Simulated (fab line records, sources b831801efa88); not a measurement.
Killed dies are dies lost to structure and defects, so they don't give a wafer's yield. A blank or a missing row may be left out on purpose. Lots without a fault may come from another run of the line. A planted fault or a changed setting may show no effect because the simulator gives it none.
Chamber matching | flow gf180mcu | GF_V2_CMP_26 on cmp-02: 4 sister chambers
The step polishes, stops on SiO2, t overpolish 15 s, target thk 0 nm. 4 wafers are shown with their chamber, then 10 later ones without.

WAFERS WITH THEIR CHAMBER
wafer  | chamber | motor_current_A (A)
L081.5 | 0       | 12.4
L087.1 | 2       | 12.7
L089.4 | 1       | 9.6
L089.5 | 3       | 11.1

WAFERS WITHOUT THEIR CHAMBER
wafer  | motor_current_A (A)
L089.6 | 13.4
L094.1 | 13.8
L094.2 | 11.9
L094.4 | 9.8
L095.1 | 11.1
L095.2 | 12.0
L095.3 | 13.8
L096.2 | 10.6
L096.4 | 13.3
L096.6 | 13.7

WHICH CHAMBER EACH WENT THROUGH
wafer  | from the rows above          | in truth
L089.6 | can't be placed: 2 or 0      | 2
L094.1 | can't be placed: 2 or 0      | 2
L094.2 | can't be placed: 0 or 2 or 3 | 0
L094.4 | can't be placed: 1 or 3      | 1
L095.1 | can't be placed: 3 or 0      | 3
L095.2 | can't be placed: 0 or 2 or 3 | 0
L095.3 | can't be placed: 2 or 0      | 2
L096.2 | can't be placed: 3 or 1 or 0 | 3
L096.4 | can't be placed: 2 or 0      | 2
L096.6 | can't be placed: 2 or 0      | 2
Placed correctly: 0 of 10. Can't be placed from these rows: 10 (the true chamber is among the candidates in 10). Placed wrongly: 0.
How it was worked out, from the rows above alone: a wafer's distance from a chamber is the root of the sum, over the readings, of the square of ((its reading less the chamber's mean) divided by the reading's scatter). The wafer belongs to the nearest chamber; if the next one is less than 2 further off, it can't be placed. A chamber's mean is the mean of its shown wafers. The scatter: with one shown wafer a chamber, the root of the mean of the squares of how far each hidden wafer lies from its nearest shown one.
